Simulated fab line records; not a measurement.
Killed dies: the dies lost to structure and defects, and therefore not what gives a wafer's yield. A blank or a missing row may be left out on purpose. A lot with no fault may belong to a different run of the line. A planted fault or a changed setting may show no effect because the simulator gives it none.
Chamber matching :: flow sky130 :: cmp-01 running SKY_VIA2_CMP_24: 4 sister chambers
The step polishes, stops on SiO2, t overpolish 20 s, target thk 0 nm. 8 wafers are shown with their chamber, then 7 later ones without.

## WAFERS WITH THEIR CHAMBER
wafer: L701.5
chamber: 0
motorCurrentA (A): 10.0
timeToEndpointS (s): 106

wafer: L712.2
chamber: 2
motorCurrentA (A): 11.7
timeToEndpointS (s): 107

wafer: L712.3
chamber: 1
motorCurrentA (A): 10.4
timeToEndpointS (s): 103

wafer: L713.2
chamber: 1
motorCurrentA (A): 10.6
timeToEndpointS (s): 96

wafer: L713.3
chamber: 0
motorCurrentA (A): 9.6
timeToEndpointS (s): 104

wafer: L713.5
chamber: 3
motorCurrentA (A): 13.5
timeToEndpointS (s): 98

wafer: L715.2
chamber: 2
motorCurrentA (A): 12.2
timeToEndpointS (s): 102

wafer: L715.5
chamber: 3
motorCurrentA (A): 13.3
timeToEndpointS (s): 88

## WAFERS WITH NO CHAMBER GIVEN
wafer: L715.6
motorCurrentA (A): 11.9
timeToEndpointS (s): 104

wafer: L717.4
motorCurrentA (A): 10.4
timeToEndpointS (s): 103

wafer: L717.5
motorCurrentA (A): 11.9
timeToEndpointS (s): 107

wafer: L717.6
motorCurrentA (A): 11.0
timeToEndpointS (s): 99

wafer: L719.1
motorCurrentA (A): 11.6
timeToEndpointS (s): 110

wafer: L719.5
motorCurrentA (A): 13.0
timeToEndpointS (s): 100

wafer: L719.6
motorCurrentA (A): 9.7
timeToEndpointS (s): 104

## THE CHAMBER EACH PASSED THROUGH
wafer: L715.6
from the rows above: 2
in truth: 2

wafer: L717.4
from the rows above: can't be placed: 1 or 0
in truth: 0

wafer: L717.5
from the rows above: 2
in truth: 2

wafer: L717.6
from the rows above: can't be placed: 1 or 2
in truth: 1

wafer: L719.1
from the rows above: 2
in truth: 2

wafer: L719.5
from the rows above: 3
in truth: 3

wafer: L719.6
from the rows above: 0
in truth: 0
Placed correctly: 5 of 7. From these rows, 2 cannot be placed; in 2 the true chamber is one of the candidates. Number placed wrongly: 0.
How it was worked out, from the rows above alone: a wafer's distance from a chamber is the root of the sum, over the readings, of the square of ((its reading less the chamber's mean) divided by the reading's scatter). The wafer belongs to the nearest chamber; if the next one is less than 2 further off, it can't be placed. Each chamber's mean is taken over the wafers shown for it. How the scatter is found: for the shown wafers, subtract from each reading the mean of its chamber, square and add these, divide the total by (wafers less chambers), then take the root.
